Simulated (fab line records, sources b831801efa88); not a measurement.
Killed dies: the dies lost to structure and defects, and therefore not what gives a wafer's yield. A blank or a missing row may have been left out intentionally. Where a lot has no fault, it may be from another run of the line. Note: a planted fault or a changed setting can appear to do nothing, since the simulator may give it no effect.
Which tool did it? :: flow sky130 :: 12 lots, 36 wafers sampled, at 3 steps of a route of 708

== WHAT THE GAUGES READ, wafer by wafer ==
SKY_LDD_P_OVL_MEAS_08. Usual: for LDD_P_OVL the level is -0.7 nm and the standard deviation is 1.5.
lot: L291
measured: day 18 08:36
on: overlay-01
LDD_P_OVL (nm): 1.6 2.3 2.1
flag: 

lot: L294
measured: day 19 09:20
on: overlay-02
LDD_P_OVL (nm): 1.1 0.2 0.4
flag: 

lot: L295
measured: day 20 07:28
on: overlay-02
LDD_P_OVL (nm): 1.2 0.7 0.6
flag: 

lot: L296
measured: day 20 09:01
on: overlay-01
LDD_P_OVL (nm): 1.4 1.1 -2.0
flag: 

lot: L297
measured: day 20 20:48
on: overlay-01
LDD_P_OVL (nm): 0.6 0.3 2.1
flag: 

lot: L301
measured: day 22 12:34
on: overlay-01
LDD_P_OVL (nm): -4.4 -4.0 -3.0
flag: 

lot: L302
measured: day 22 22:26
on: overlay-01
LDD_P_OVL (nm): -0.5 -0.7 1.1
flag: 

lot: L304
measured: day 24 07:11
on: overlay-01
LDD_P_OVL (nm): -1.1 -0.9 0.4
flag: 

lot: L306
measured: day 25 14:09
on: overlay-02
LDD_P_OVL (nm): -1.7 -2.5 -1.4
flag: 

lot: L305
measured: day 25 14:27
on: overlay-01
LDD_P_OVL (nm): -0.3 0.4 -0.3
flag: 

lot: L312
measured: day 27 18:10
on: overlay-01
LDD_P_OVL (nm): -0.1 -0.2 -1.5
flag: 

lot: L313
measured: day 28 02:22
on: overlay-02
LDD_P_OVL (nm): -0.5 0.8 2.1
flag: 

== WHICH TOOL RAN EACH LOT (tool, then ch and the chambers of the sampled wafers, then the start) ==
lot: L291
SKY_POLY_GATE_ETCH_16: rie-diel-01 ch 0,1,3, day 15 18:19
SKY_LDD_N_STRIP_16: plasma-asher-01 ch 1, day 17 02:37

lot: L294
SKY_POLY_GATE_ETCH_16: rie-diel-01 ch 0,1,2, day 16 19:49
SKY_LDD_N_STRIP_16: plasma-asher-01 ch 0,1, day 18 03:19

lot: L295
SKY_POLY_GATE_ETCH_16: rie-diel-01 ch 0,2,3, day 17 14:58
SKY_LDD_N_STRIP_16: plasma-asher-01 ch 0,1, day 19 00:28

lot: L296
SKY_POLY_GATE_ETCH_16: rie-diel-02 ch 1,2,3, day 17 16:14
SKY_LDD_N_STRIP_16: plasma-asher-01 ch 0,1, day 19 01:43

lot: L297
SKY_POLY_GATE_ETCH_16: rie-diel-02 ch 1,2, day 18 02:58
SKY_LDD_N_STRIP_16: plasma-asher-03 ch 0,1, day 19 14:43

lot: L301
SKY_POLY_GATE_ETCH_16: rie-diel-04 ch 1,2, day 19 20:49
SKY_LDD_N_STRIP_16: plasma-asher-01 ch 0,1, day 21 05:47

lot: L302
SKY_POLY_GATE_ETCH_16: rie-diel-04 ch 0,1,3, day 20 05:25
SKY_LDD_N_STRIP_16: plasma-asher-01 ch 0,1, day 21 15:58

lot: L304
SKY_POLY_GATE_ETCH_16: rie-diel-01 ch 2,3, day 21 15:55
SKY_LDD_N_STRIP_16: plasma-asher-01 ch 0, day 23 02:10

lot: L306
SKY_POLY_GATE_ETCH_16: rie-diel-01 ch 1,2,3, day 22 22:02
SKY_LDD_N_STRIP_16: plasma-asher-04 ch 0,1, day 24 08:13

lot: L305
SKY_POLY_GATE_ETCH_16: rie-diel-02 ch 1,2, day 22 22:23
SKY_LDD_N_STRIP_16: plasma-asher-03 ch 0,1, day 24 08:33

lot: L312
SKY_POLY_GATE_ETCH_16: rie-diel-01 ch 0,2,3, day 25 05:28
SKY_LDD_N_STRIP_16: plasma-asher-03 ch 0,1, day 26 14:01

lot: L313
SKY_POLY_GATE_ETCH_16: rie-diel-01 ch 0,1, day 25 13:52
SKY_LDD_N_STRIP_16: plasma-asher-01 ch 0,1, day 26 22:02
- SKY_POLY_GATE_ETCH_16: etches Si3N4 in CH3F/O2, stops on poly-Si, time 147.5 s, target depth 75 nm.
- SKY_LDD_N_STRIP_16: strips in O2/N2.

== AS READ BY THE TOOLS THEMSELVES (means over the sampled wafers that have a number; for cases with no such wafer, the mark the record gives instead) ==
SKY_POLY_GATE_ETCH_16. Usual: O2_flow_sccm 30.00 sccm, standard deviation 0.087; chamber-pressure-mTorr 24.999 mTorr, standard deviation 0.02; drypump-motor-current-A 5.7 A, standard deviation 0.48; oes-product-au 0.641 a.u., standard deviation 0.0052; throttle-valve-pct 10.533 %, standard deviation 0.0093.
lot: L291
tool: rie-diel-01
O2_flow_sccm (sccm): 29.94
chamber-pressure-mTorr (mTorr): 24.996
drypump-motor-current-A (A): 5.5
oes-product-au (a.u.): 0.643
throttle-valve-pct (%): 10.539
flag: 

lot: L294
tool: rie-diel-01
O2_flow_sccm (sccm): 29.99
chamber-pressure-mTorr (mTorr): 25.013
drypump-motor-current-A (A): 5.2
oes-product-au (a.u.): 0.646
throttle-valve-pct (%): 10.536
flag: 

lot: L295
tool: rie-diel-01
O2_flow_sccm (sccm): 30.05
chamber-pressure-mTorr (mTorr): 24.985
drypump-motor-current-A (A): 5.4
oes-product-au (a.u.): 0.642
throttle-valve-pct (%): 10.527
flag: 

lot: L296
tool: rie-diel-02
O2_flow_sccm (sccm): 30.01
chamber-pressure-mTorr (mTorr): 24.997
drypump-motor-current-A (A): 5.9
oes-product-au (a.u.): 0.639
throttle-valve-pct (%): 10.538
flag: 

lot: L297
tool: rie-diel-02
O2_flow_sccm (sccm): 29.94
chamber-pressure-mTorr (mTorr): 25.006
drypump-motor-current-A (A): 6.1
oes-product-au (a.u.): 0.640
throttle-valve-pct (%): 10.525
flag: 

lot: L301
tool: rie-diel-04
O2_flow_sccm (sccm): 29.94
chamber-pressure-mTorr (mTorr): 24.995
drypump-motor-current-A (A): 5.5
oes-product-au (a.u.): 0.644
throttle-valve-pct (%): 10.540
flag: 

lot: L302
tool: rie-diel-04
O2_flow_sccm (sccm): 30.00
chamber-pressure-mTorr (mTorr): 25.003
drypump-motor-current-A (A): 5.9
oes-product-au (a.u.): 0.645
throttle-valve-pct (%): 10.537
flag: 

lot: L304
tool: rie-diel-01
O2_flow_sccm (sccm): 30.04
chamber-pressure-mTorr (mTorr): 25.003
drypump-motor-current-A (A): 5.0
oes-product-au (a.u.): 0.642
throttle-valve-pct (%): 10.533
flag: 

lot: L306
tool: rie-diel-01
O2_flow_sccm (sccm): 29.93
chamber-pressure-mTorr (mTorr): 24.975
drypump-motor-current-A (A): 5.2
oes-product-au (a.u.): 0.641
throttle-valve-pct (%): 10.533
flag: 

lot: L305
tool: rie-diel-02
O2_flow_sccm (sccm): 30.03
chamber-pressure-mTorr (mTorr): 25.006
drypump-motor-current-A (A): 6.2
oes-product-au (a.u.): 0.639
throttle-valve-pct (%): 10.525
flag: 

lot: L312
tool: rie-diel-01
O2_flow_sccm (sccm): 30.05
chamber-pressure-mTorr (mTorr): 24.996
drypump-motor-current-A (A): 5.4
oes-product-au (a.u.): 0.636
throttle-valve-pct (%): 10.533
flag: 

lot: L313
tool: rie-diel-01
O2_flow_sccm (sccm): 29.97
chamber-pressure-mTorr (mTorr): 24.984
drypump-motor-current-A (A): 5.4
oes-product-au (a.u.): 0.641
throttle-valve-pct (%): 10.536
flag: 

SKY_LDD_N_STRIP_16. Usual: chamber-pressure-mTorr 1500.1 mTorr, standard deviation 1.4; drypump-motor-current-A 5.8 A, standard deviation 0.44; oes-product-au 0.407 a.u., standard deviation 0.0042; strip-time-to-endpoint-s 4.312 s, standard deviation 0.013.
lot: L291
tool: plasma-asher-01
chamber-pressure-mTorr (mTorr): 1501.0
drypump-motor-current-A (A): 6.6
oes-product-au (a.u.): 0.409
strip-time-to-endpoint-s (s): 4.325
flag: 

lot: L294
tool: plasma-asher-01
chamber-pressure-mTorr (mTorr): 1500.7
drypump-motor-current-A (A): 6.3
oes-product-au (a.u.): 0.404
strip-time-to-endpoint-s (s): 4.316
flag: 

lot: L295
tool: plasma-asher-01
chamber-pressure-mTorr (mTorr): 1500.0
drypump-motor-current-A (A): 6.3
oes-product-au (a.u.): 0.408
strip-time-to-endpoint-s (s): 4.307
flag: 

lot: L296
tool: plasma-asher-01
chamber-pressure-mTorr (mTorr): 1498.8
drypump-motor-current-A (A): 6.3
oes-product-au (a.u.): 0.409
strip-time-to-endpoint-s (s): 4.300
flag: 

lot: L297
tool: plasma-asher-03
chamber-pressure-mTorr (mTorr): 1499.3
drypump-motor-current-A (A): 5.3
oes-product-au (a.u.): 0.410
strip-time-to-endpoint-s (s): 4.334
flag: 

lot: L301
tool: plasma-asher-01
chamber-pressure-mTorr (mTorr): 1499.9
drypump-motor-current-A (A): 5.9
oes-product-au (a.u.): 0.408
strip-time-to-endpoint-s (s): 4.316
flag: 

lot: L302
tool: plasma-asher-01
chamber-pressure-mTorr (mTorr): 1499.1
drypump-motor-current-A (A): 5.9
oes-product-au (a.u.): 0.406
strip-time-to-endpoint-s (s): 4.320
flag: 

lot: L304
tool: plasma-asher-01
chamber-pressure-mTorr (mTorr): 1500.4
drypump-motor-current-A (A): 5.6
oes-product-au (a.u.): 0.406
strip-time-to-endpoint-s (s): 4.323
flag: 

lot: L306
tool: plasma-asher-04
chamber-pressure-mTorr (mTorr): 1500.1
drypump-motor-current-A (A): 5.8
oes-product-au (a.u.): 0.409
strip-time-to-endpoint-s (s): 4.297
flag: 

lot: L305
tool: plasma-asher-03
chamber-pressure-mTorr (mTorr): 1499.9
drypump-motor-current-A (A): 5.3
oes-product-au (a.u.): 0.403
strip-time-to-endpoint-s (s): 4.308
flag: 

lot: L312
tool: plasma-asher-03
chamber-pressure-mTorr (mTorr): 1501.0
drypump-motor-current-A (A): 5.3
oes-product-au (a.u.): 0.410
strip-time-to-endpoint-s (s): 4.319
flag: 

lot: L313
tool: plasma-asher-01
chamber-pressure-mTorr (mTorr): 1500.1
drypump-motor-current-A (A): 6.2
oes-product-au (a.u.): 0.404
strip-time-to-endpoint-s (s): 4.305
flag: 

== THE ANSWER, worked out from the rows above alone ==
Rule: a lot counts as off when the mean over its wafers that have a number is more than 3 standard deviations away from the usual mean. A lot without any number at a reading at which 4 lots or more have one is off too. The other lots that the step has rows for count as sound. First the gauges in route order, then the tools' own readings, where a lot's mean is used as printed above. The first step at which some lot is off is used, and at that step the reading that is off furthest; a lot without a number counts as furthest.
No lot is off at any reading shown: from this, nothing can be told.

== WHAT HAD BEEN PUT IN BY THE SIMULATOR ==
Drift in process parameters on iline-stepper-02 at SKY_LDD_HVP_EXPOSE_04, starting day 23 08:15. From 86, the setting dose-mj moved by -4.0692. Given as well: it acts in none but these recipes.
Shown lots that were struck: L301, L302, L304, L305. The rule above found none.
